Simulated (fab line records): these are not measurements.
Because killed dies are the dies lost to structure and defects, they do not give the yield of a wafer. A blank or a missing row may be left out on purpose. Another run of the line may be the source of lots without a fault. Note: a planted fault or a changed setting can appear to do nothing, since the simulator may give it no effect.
Which tool was responsible? / flow gf180mcu / 24 lots with 72 wafers sampled at 6 steps, on a route of 602 steps

## WHAT THE GAUGES SHOWED, per wafer
GF_STI_THK_MEAS_30. Usual: STI_OXIDATION_02_THK gives 9.90 nm (standard deviation 0.18).
lot=L075; measured=day 3 01:43; on=filmMetro-02; STI_OXIDATION_02_THK (nm)=9.74 9.79 9.70; flag=
lot=L076; measured=day 3 01:44; on=filmMetro-04; STI_OXIDATION_02_THK (nm)=9.72 9.75 9.73; flag=
lot=L077; measured=day 3 01:47; on=filmMetro-02; STI_OXIDATION_02_THK (nm)=9.98 9.83 9.78; flag=
lot=L074; measured=day 3 01:47; on=filmMetro-04; STI_OXIDATION_02_THK (nm)=9.59 9.65 9.62; flag=
lot=L078; measured=day 3 07:43; on=filmMetro-04; STI_OXIDATION_02_THK (nm)=10.09 9.95 9.92; flag=
lot=L079; measured=day 3 09:07; on=filmMetro-01; STI_OXIDATION_02_THK (nm)=10.15 10.16 9.99; flag=
lot=L080; measured=day 3 13:14; on=filmMetro-04; STI_OXIDATION_02_THK (nm)=9.96 10.16 10.10; flag=
lot=L081; measured=day 3 17:38; on=filmMetro-02; STI_OXIDATION_02_THK (nm)=9.95 9.91 9.83; flag=
lot=L082; measured=day 3 22:01; on=filmMetro-01; STI_OXIDATION_02_THK (nm)=10.06 9.86 10.09; flag=
lot=L083; measured=day 4 03:08; on=filmMetro-01; STI_OXIDATION_02_THK (nm)=9.76 9.80 9.70; flag=
lot=L084; measured=day 4 08:42; on=filmMetro-02; STI_OXIDATION_02_THK (nm)=10.16 10.10 10.15; flag=
lot=L085; measured=day 4 13:15; on=filmMetro-02; STI_OXIDATION_02_THK (nm)=9.96 9.67 9.85; flag=
lot=L086; measured=day 4 18:34; on=filmMetro-04; STI_OXIDATION_02_THK (nm)=9.90 9.97 9.84; flag=
lot=L087; measured=day 4 23:22; on=filmMetro-02; STI_OXIDATION_02_THK (nm)=10.01 10.13 10.04; flag=
lot=L088; measured=day 5 04:58; on=filmMetro-01; STI_OXIDATION_02_THK (nm)=9.71 9.83 9.76; flag=
lot=L089; measured=day 5 11:05; on=filmMetro-04; STI_OXIDATION_02_THK (nm)=9.75 9.68 9.51; flag=
lot=L090; measured=day 5 14:49; on=filmMetro-04; STI_OXIDATION_02_THK (nm)=10.05 9.78 10.13; flag=
lot=L091; measured=day 5 20:11; on=filmMetro-02; STI_OXIDATION_02_THK (nm)=9.68 9.82 9.81; flag=
lot=L092; measured=day 6 00:37; on=filmMetro-02; STI_OXIDATION_02_THK (nm)=9.90 9.86 9.94; flag=
lot=L093; measured=day 6 05:31; on=filmMetro-04; STI_OXIDATION_02_THK (nm)=10.07 9.99 9.87; flag=
lot=L094; measured=day 6 13:28; on=filmMetro-01; STI_OXIDATION_02_THK (nm)=10.16 10.30 9.95; flag=
lot=L095; measured=day 6 17:27; on=filmMetro-02; STI_OXIDATION_02_THK (nm)=10.23 10.07 10.00; flag=
lot=L096; measured=day 6 22:55; on=filmMetro-02; STI_OXIDATION_02_THK (nm)=9.78 9.81 9.71; flag=
lot=L097; measured=day 7 03:33; on=filmMetro-02; STI_OXIDATION_02_THK (nm)=9.93 10.12 10.06; flag=

GF_MVPSD_OVL_MEAS_07. Usual: MVPSD_OVL gives -0.1 nm (standard deviation 1.3).
lot=L075; measured=day 5 18:08; on=overlay-01; MVPSD_OVL (nm)=0.4 -3.2 -3.3; flag=
lot=L076; measured=day 5 18:38; on=overlay-01; MVPSD_OVL (nm)=-0.3 -0.8 1.2; flag=
lot=L077; measured=day 5 18:59; on=overlay-02; MVPSD_OVL (nm)=0.3 0.3 -0.5; flag=
lot=L074; measured=day 5 19:32; on=overlay-02; MVPSD_OVL (nm)=-1.1 -2.1 -1.1; flag=
lot=L078; measured=day 6 00:20; on=overlay-01; MVPSD_OVL (nm)=1.3 0.9 2.0; flag=
lot=L079; measured=day 6 02:54; on=overlay-02; MVPSD_OVL (nm)=0.5 0.8 0.7; flag=
lot=L080; measured=day 6 05:00; on=overlay-01; MVPSD_OVL (nm)=1.1 -0.2 0.6; flag=
lot=L081; measured=day 6 10:47; on=overlay-02; MVPSD_OVL (nm)=0.7 -0.2 1.2; flag=
lot=L082; measured=day 6 17:35; on=overlay-01; MVPSD_OVL (nm)=-0.8 -0.3 0.5; flag=
lot=L083; measured=day 6 22:44; on=overlay-01; MVPSD_OVL (nm)=-1.2 -0.1 -1.5; flag=
lot=L084; measured=day 7 02:44; on=overlay-02; MVPSD_OVL (nm)=-0.4 -0.1 -0.5; flag=
lot=L085; measured=day 7 09:14; on=overlay-02; MVPSD_OVL (nm)=-1.0 0.3 0.7; flag=
lot=L086; measured=day 7 15:36; on=overlay-01; MVPSD_OVL (nm)=-2.3 -2.2 -1.4; flag=
lot=L087; measured=day 7 20:56; on=overlay-01; MVPSD_OVL (nm)=0.4 1.1 -1.5; flag=
lot=L088; measured=day 8 02:42; on=overlay-01; MVPSD_OVL (nm)=1.6 0.9 2.2; flag=
lot=L089; measured=day 8 10:02; on=overlay-02; MVPSD_OVL (nm)=3.5 1.5 1.5; flag=
lot=L090; measured=day 8 13:26; on=overlay-02; MVPSD_OVL (nm)=-0.3 0.4 -0.8; flag=
lot=L091; measured=day 8 21:27; on=overlay-01; MVPSD_OVL (nm)=-1.6 -0.6 -1.0; flag=
lot=L092; measured=day 9 01:44; on=overlay-01; MVPSD_OVL (nm)=0.6 0.4 1.2; flag=
lot=L093; measured=day 9 06:59; on=overlay-02; MVPSD_OVL (nm)=-0.9 -3.1 -0.2; flag=
lot=L094; measured=day 9 18:38; on=overlay-02; MVPSD_OVL (nm)=0.2 -1.2 -1.1; flag=
lot=L095; measured=day 9 21:02; on=overlay-01; MVPSD_OVL (nm)=-1.6 -0.8 -1.6; flag=
lot=L096; measured=day 10 04:06; on=overlay-02; MVPSD_OVL (nm)=0.1 -0.6 -1.3; flag=
lot=L097; measured=day 10 09:02; on=overlay-02; MVPSD_OVL (nm)=0.3 0.0 -0.6; flag=

GF_V2_BOW_MEAS_05. Usual: V2_BOW gives 98 um (standard deviation 9.5).
lot=L075; measured=day 20 03:37; on=filmMetro-01; V2_BOW (um)=105 93 114; flag=
lot=L076; measured=day 20 04:22; on=filmMetro-01; V2_BOW (um)=104 107 83; flag=
lot=L077; measured=day 20 00:59; on=filmMetro-03; V2_BOW (um)=91 104 94; flag=
lot=L074; measured=day 20 06:22; on=filmMetro-01; V2_BOW (um)=90 93 105; flag=
lot=L078; measured=day 20 09:31; on=filmMetro-03; V2_BOW (um)=107 117 108; flag=
lot=L079; measured=day 20 11:25; on=filmMetro-03; V2_BOW (um)=106 107 110; flag=
lot=L080; measured=day 20 20:03; on=filmMetro-02; V2_BOW (um)=104 108 102; flag=
lot=L081; measured=day 21 05:13; on=filmMetro-03; V2_BOW (um)=113 109 108; flag=
lot=L082; measured=day 21 07:45; on=filmMetro-03; V2_BOW (um)=92 89 95; flag=
lot=L083; measured=day 21 21:52; on=filmMetro-03; V2_BOW (um)=87 87 87; flag=
lot=L084; measured=day 22 02:08; on=filmMetro-02; V2_BOW (um)=88 113 102; flag=
lot=L085; measured=day 22 09:58; on=filmMetro-03; V2_BOW (um)=90 106 91; flag=
lot=L086; measured=day 22 17:09; on=filmMetro-03; V2_BOW (um)=87 93 93; flag=
lot=L087; measured=day 23 04:03; on=filmMetro-02; V2_BOW (um)=80 90 86; flag=
lot=L088; measured=day 23 07:37; on=filmMetro-03; V2_BOW (um)=88 81 95; flag=
lot=L089; measured=day 24 03:01; on=filmMetro-02; V2_BOW (um)=111 109 96; flag=
lot=L090; measured=day 24 06:13; on=filmMetro-01; V2_BOW (um)=103 100 104; flag=
lot=L091; measured=day 24 12:15; on=filmMetro-03; V2_BOW (um)=95 93 101; flag=
lot=L092; measured=day 25 02:03; on=filmMetro-01; V2_BOW (um)=95 98 91; flag=
lot=L093; measured=day 25 05:55; on=filmMetro-02; V2_BOW (um)=100 77 82; flag=
lot=L094; measured=day 25 17:32; on=filmMetro-02; V2_BOW (um)=113 100 103; flag=
lot=L095; measured=day 25 23:02; on=filmMetro-01; V2_BOW (um)=101 104 111; flag=
lot=L096; measured=day 26 09:42; on=filmMetro-01; V2_BOW (um)=101 88 90; flag=
lot=L097; measured=day 26 13:53; on=filmMetro-03; V2_BOW (um)=104 95 91; flag=

GF_V5_THK_MEAS_01. Usual: V5_CVD_00_THK gives 299 nm (standard deviation 3.1).
lot=L075; measured=day 27 00:52; on=filmMetro-02; V5_CVD_00_THK (nm)=300 300 299; flag=
lot=L076; measured=day 27 02:04; on=filmMetro-04; V5_CVD_00_THK (nm)=298 302 302; flag=
lot=L077; measured=day 26 21:14; on=filmMetro-04; V5_CVD_00_THK (nm)=296 303 298; flag=
lot=L074; measured=day 27 05:25; on=filmMetro-02; V5_CVD_00_THK (nm)=296 299 297; flag=
lot=L078; measured=day 27 07:37; on=filmMetro-02; V5_CVD_00_THK (nm)=296 299 303; flag=
lot=L079; measured=day 27 08:35; on=filmMetro-02; V5_CVD_00_THK (nm)=296 305 297; flag=
lot=L080; measured=day 27 15:04; on=filmMetro-04; V5_CVD_00_THK (nm)=296 299 299; flag=
lot=L081; measured=day 28 01:46; on=filmMetro-04; V5_CVD_00_THK (nm)=298 300 298; flag=
lot=L082; measured=day 28 04:39; on=filmMetro-02; V5_CVD_00_THK (nm)=303 301 301; flag=
lot=L083; measured=day 28 18:19; on=filmMetro-01; V5_CVD_00_THK (nm)=298 295 298; flag=
lot=L084; measured=day 28 21:28; on=filmMetro-04; V5_CVD_00_THK (nm)=300 297 301; flag=
lot=L085; measured=day 29 05:19; on=filmMetro-04; V5_CVD_00_THK (nm)=295 294 300; flag=
lot=L086; measured=day 29 10:36; on=filmMetro-01; V5_CVD_00_THK (nm)=303 294 302; flag=
lot=L087; measured=day 29 20:58; on=filmMetro-04; V5_CVD_00_THK (nm)=297 299 297; flag=
lot=L088; measured=day 30 00:49; on=filmMetro-04; V5_CVD_00_THK (nm)=301 303 298; flag=
lot=L089; measured=day 30 18:11; on=filmMetro-01; V5_CVD_00_THK (nm)=299 294 299; flag=
lot=L090; measured=day 30 18:46; on=filmMetro-04; V5_CVD_00_THK (nm)=293 291 299; flag=
lot=L091; measured=day 30 22:59; on=filmMetro-02; V5_CVD_00_THK (nm)=300 301 298; flag=
lot=L092; measured=day 31 10:10; on=filmMetro-04; V5_CVD_00_THK (nm)=294 302 293; flag=
lot=L093; measured=day 31 14:16; on=filmMetro-02; V5_CVD_00_THK (nm)=302 294 304; flag=
lot=L094; measured=day 31 22:52; on=filmMetro-02; V5_CVD_00_THK (nm)=297 295 301; flag=
lot=L095; measured=day 32 01:44; on=filmMetro-04; V5_CVD_00_THK (nm)=302 297 297; flag=
lot=L096; measured=day 32 10:41; on=filmMetro-04; V5_CVD_00_THK (nm)=303 301 302; flag=
lot=L097; measured=day 32 13:04; on=filmMetro-01; V5_CVD_00_THK (nm)=299 295 294; flag=

## TOOL THAT RAN EACH LOT (tool first, then ch and the chambers of the sampled wafers, then the start)
lot=L075; GF_M2_SPUTTER_03=pvdSputter-02, day 19 00:55; GF_M3_STRIP_17=plasmaAsher-02 ch 0,1, day 22 02:25
lot=L076; GF_M2_SPUTTER_03=pvdSputter-03, day 19 01:37; GF_M3_STRIP_17=plasmaAsher-03 ch 0, day 22 03:57
lot=L077; GF_M2_SPUTTER_03=pvdSputter-03, day 18 22:06; GF_M3_STRIP_17=plasmaAsher-04 ch 0,1, day 21 23:51
lot=L074; GF_M2_SPUTTER_03=pvdSputter-02, day 19 04:01; GF_M3_STRIP_17=plasmaAsher-04 ch 0, day 22 05:25
lot=L078; GF_M2_SPUTTER_03=pvdSputter-04, day 19 07:13; GF_M3_STRIP_17=plasmaAsher-02 ch 0,1, day 22 08:44
lot=L079; GF_M2_SPUTTER_03=pvdSputter-02, day 19 09:11; GF_M3_STRIP_17=plasmaAsher-04 ch 0,1, day 22 10:30
lot=L080; GF_M2_SPUTTER_03=pvdSputter-03, day 19 19:45; GF_M3_STRIP_17=plasmaAsher-02 ch 0,1, day 22 18:48
lot=L081; GF_M2_SPUTTER_03=pvdSputter-03, day 20 04:51; GF_M3_STRIP_17=plasmaAsher-04 ch 0,1, day 23 03:43
lot=L082; GF_M2_SPUTTER_03=pvdSputter-02, day 20 08:11; GF_M3_STRIP_17=plasmaAsher-03 ch 0,1, day 23 06:19
lot=L083; GF_M2_SPUTTER_03=pvdSputter-03, day 20 21:58; GF_M3_STRIP_17=plasmaAsher-03 ch 0,1, day 23 20:33
lot=L084; GF_M2_SPUTTER_03=pvdSputter-03, day 21 02:39; GF_M3_STRIP_17=plasmaAsher-02 ch 0,1, day 24 00:36
lot=L085; GF_M2_SPUTTER_03=pvdSputter-02, day 21 10:46; GF_M3_STRIP_17=plasmaAsher-04 ch 0,1, day 24 08:37
lot=L086; GF_M2_SPUTTER_03=pvdSputter-03, day 21 17:07; GF_M3_STRIP_17=plasmaAsher-03 ch 0,1, day 24 15:51
lot=L087; GF_M2_SPUTTER_03=pvdSputter-03, day 22 04:09; GF_M3_STRIP_17=plasmaAsher-02 ch 0,1, day 25 02:04
lot=L088; GF_M2_SPUTTER_03=pvdSputter-04, day 22 07:33; GF_M3_STRIP_17=plasmaAsher-03 ch 0,1, day 25 06:21
lot=L089; GF_M2_SPUTTER_03=pvdSputter-04, day 23 03:25; GF_M3_STRIP_17=plasmaAsher-02 ch 0,1, day 26 02:13
lot=L090; GF_M2_SPUTTER_03=pvdSputter-03, day 23 06:12; GF_M3_STRIP_17=plasmaAsher-04 ch 0,1, day 26 04:07
lot=L091; GF_M2_SPUTTER_03=pvdSputter-03, day 23 13:01; GF_M3_STRIP_17=plasmaAsher-02 ch 0,1, day 26 10:34
lot=L092; GF_M2_SPUTTER_03=pvdSputter-04, day 24 01:40; GF_M3_STRIP_17=plasmaAsher-04 ch 0,1, day 27 00:06
lot=L093; GF_M2_SPUTTER_03=pvdSputter-04, day 24 06:40; GF_M3_STRIP_17=plasmaAsher-02 ch 0,1, day 27 03:30
lot=L094; GF_M2_SPUTTER_03=pvdSputter-03, day 24 18:17; GF_M3_STRIP_17=plasmaAsher-02 ch 0,1, day 27 15:27
lot=L095; GF_M2_SPUTTER_03=pvdSputter-02, day 24 23:46; GF_M3_STRIP_17=plasmaAsher-04 ch 0,1, day 27 20:58
lot=L096; GF_M2_SPUTTER_03=pvdSputter-04, day 25 10:07; GF_M3_STRIP_17=plasmaAsher-02 ch 0,1, day 28 07:57
lot=L097; GF_M2_SPUTTER_03=pvdSputter-04, day 25 14:51; GF_M3_STRIP_17=plasmaAsher-02 ch 0,1, day 28 11:40
- GF_M2_SPUTTER_03: material Ti, target thk 10 nm, time 6.7 s.
- GF_M3_STRIP_17: strips in O2/N2.

## WHAT THE TOOLS THEMSELVES READ (means of the sampled wafers that have a number; where no wafer has one, the mark that the record gives instead)
GF_M2_SPUTTER_03. Usual: throttleValvePct 30.4 %, standard deviation 1.2.
lot=L075; tool=pvdSputter-02; throttleValvePct (%)=29.6; flag=
lot=L076; tool=pvdSputter-03; throttleValvePct (%)=29.5; flag=
lot=L077; tool=pvdSputter-03; throttleValvePct (%)=31.3; flag=
lot=L074; tool=pvdSputter-02; throttleValvePct (%)=29.4; flag=
lot=L078; tool=pvdSputter-04; throttleValvePct (%)=31.4; flag=
lot=L079; tool=pvdSputter-02; throttleValvePct (%)=29.9; flag=
lot=L080; tool=pvdSputter-03; throttleValvePct (%)=31.0; flag=
lot=L081; tool=pvdSputter-03; throttleValvePct (%)=30.3; flag=
lot=L082; tool=pvdSputter-02; throttleValvePct (%)=30.2; flag=
lot=L083; tool=pvdSputter-03; throttleValvePct (%)=31.1; flag=
lot=L084; tool=pvdSputter-03; throttleValvePct (%)=29.5; flag=
lot=L085; tool=pvdSputter-02; throttleValvePct (%)=29.8; flag=
lot=L086; tool=pvdSputter-03; throttleValvePct (%)=29.5; flag=
lot=L087; tool=pvdSputter-03; throttleValvePct (%)=30.6; flag=
lot=L088; tool=pvdSputter-04; throttleValvePct (%)=30.7; flag=
lot=L089; tool=pvdSputter-04; throttleValvePct (%)=30.6; flag=
lot=L090; tool=pvdSputter-03; throttleValvePct (%)=30.7; flag=
lot=L091; tool=pvdSputter-03; throttleValvePct (%)=31.4; flag=
lot=L092; tool=pvdSputter-04; throttleValvePct (%)=31.3; flag=
lot=L093; tool=pvdSputter-04; throttleValvePct (%)=30.0; flag=
lot=L094; tool=pvdSputter-03; throttleValvePct (%)=29.8; flag=
lot=L095; tool=pvdSputter-02; throttleValvePct (%)=30.0; flag=
lot=L096; tool=pvdSputter-04; throttleValvePct (%)=29.6; flag=
lot=L097; tool=pvdSputter-04; throttleValvePct (%)=31.1; flag=

GF_M3_STRIP_17. Usual: drypumpMotorCurrentA 6.06 A, standard deviation 0.091; heaterPowerW 350 W, standard deviation 39; oesProductAu 0.537 a.u., standard deviation 0.0054; stripTimeToEndpointS 7.37 s, standard deviation 0.062.
lot=L075; tool=plasmaAsher-02; drypumpMotorCurrentA (A)=6.07; heaterPowerW (W)=355; oesProductAu (a.u.)=0.536; stripTimeToEndpointS (s)=7.38; flag=
lot=L076; tool=plasmaAsher-03; drypumpMotorCurrentA (A)=6.10; heaterPowerW (W)=340; oesProductAu (a.u.)=0.533; stripTimeToEndpointS (s)=7.27; flag=
lot=L077; tool=plasmaAsher-04; drypumpMotorCurrentA (A)=5.98; heaterPowerW (W)=320; oesProductAu (a.u.)=0.537; stripTimeToEndpointS (s)=7.30; flag=
lot=L074; tool=plasmaAsher-04; drypumpMotorCurrentA (A)=6.00; heaterPowerW (W)=316; oesProductAu (a.u.)=0.535; stripTimeToEndpointS (s)=7.35; flag=
lot=L078; tool=plasmaAsher-02; drypumpMotorCurrentA (A)=6.08; heaterPowerW (W)=359; oesProductAu (a.u.)=0.532; stripTimeToEndpointS (s)=7.29; flag=
lot=L079; tool=plasmaAsher-04; drypumpMotorCurrentA (A)=5.97; heaterPowerW (W)=324; oesProductAu (a.u.)=0.539; stripTimeToEndpointS (s)=7.46; flag=
lot=L080; tool=plasmaAsher-02; drypumpMotorCurrentA (A)=6.13; heaterPowerW (W)=387; oesProductAu (a.u.)=0.542; stripTimeToEndpointS (s)=7.48; flag=
lot=L081; tool=plasmaAsher-04; drypumpMotorCurrentA (A)=5.98; heaterPowerW (W)=324; oesProductAu (a.u.)=0.538; stripTimeToEndpointS (s)=7.41; flag=
lot=L082; tool=plasmaAsher-03; drypumpMotorCurrentA (A)=6.07; heaterPowerW (W)=344; oesProductAu (a.u.)=0.539; stripTimeToEndpointS (s)=7.44; flag=
lot=L083; tool=plasmaAsher-03; drypumpMotorCurrentA (A)=6.03; heaterPowerW (W)=340; oesProductAu (a.u.)=0.535; stripTimeToEndpointS (s)=7.30; flag=
lot=L084; tool=plasmaAsher-02; drypumpMotorCurrentA (A)=6.08; heaterPowerW (W)=355; oesProductAu (a.u.)=0.540; stripTimeToEndpointS (s)=7.43; flag=
lot=L085; tool=plasmaAsher-04; drypumpMotorCurrentA (A)=5.97; heaterPowerW (W)=322; oesProductAu (a.u.)=0.529; stripTimeToEndpointS (s)=7.35; flag=
lot=L086; tool=plasmaAsher-03; drypumpMotorCurrentA (A)=6.06; heaterPowerW (W)=351; oesProductAu (a.u.)=0.540; stripTimeToEndpointS (s)=7.42; flag=
lot=L087; tool=plasmaAsher-02; drypumpMotorCurrentA (A)=6.05; heaterPowerW (W)=358; oesProductAu (a.u.)=0.541; stripTimeToEndpointS (s)=7.41; flag=
lot=L088; tool=plasmaAsher-03; drypumpMotorCurrentA (A)=6.09; heaterPowerW (W)=346; oesProductAu (a.u.)=0.538; stripTimeToEndpointS (s)=7.41; flag=
lot=L089; tool=plasmaAsher-02; drypumpMotorCurrentA (A)=6.08; heaterPowerW (W)=357; oesProductAu (a.u.)=0.530; stripTimeToEndpointS (s)=7.35; flag=
lot=L090; tool=plasmaAsher-04; drypumpMotorCurrentA (A)=5.98; heaterPowerW (W)=324; oesProductAu (a.u.)=0.535; stripTimeToEndpointS (s)=7.39; flag=
lot=L091; tool=plasmaAsher-02; drypumpMotorCurrentA (A)=6.15; heaterPowerW (W)=387; oesProductAu (a.u.)=0.539; stripTimeToEndpointS (s)=7.34; flag=
lot=L092; tool=plasmaAsher-04; drypumpMotorCurrentA (A)=5.97; heaterPowerW (W)=323; oesProductAu (a.u.)=0.540; stripTimeToEndpointS (s)=7.36; flag=
lot=L093; tool=plasmaAsher-02; drypumpMotorCurrentA (A)=6.07; heaterPowerW (W)=363; oesProductAu (a.u.)=0.534; stripTimeToEndpointS (s)=7.39; flag=
lot=L094; tool=plasmaAsher-02; drypumpMotorCurrentA (A)=6.15; heaterPowerW (W)=386; oesProductAu (a.u.)=0.537; stripTimeToEndpointS (s)=7.34; flag=
lot=L095; tool=plasmaAsher-04; drypumpMotorCurrentA (A)=5.97; heaterPowerW (W)=319; oesProductAu (a.u.)=0.535; stripTimeToEndpointS (s)=7.30; flag=
lot=L096; tool=plasmaAsher-02; drypumpMotorCurrentA (A)=6.12; heaterPowerW (W)=363; oesProductAu (a.u.)=0.541; stripTimeToEndpointS (s)=7.38; flag=
lot=L097; tool=plasmaAsher-02; drypumpMotorCurrentA (A)=6.08; heaterPowerW (W)=360; oesProductAu (a.u.)=0.534; stripTimeToEndpointS (s)=7.39; flag=

## THE ANSWER, worked out from the rows above alone
Rule: a lot counts as off when the mean over its wafers that have a number is more than 3 standard deviations away from the usual mean. Also off: a lot with no number at a reading for which 4 or more lots have one. Where the step has rows for the other lots, those lots are counted as sound. Order of review: gauges by route order, followed by the tools' own readings, for which a lot's mean as printed above is used. At the first step where some lot is off, the reading lying furthest off is the one used; lots without a number count as furthest.
Nothing can be told from this: no lot is off at any reading shown.

## WHAT THE SIMULATOR PUT IN
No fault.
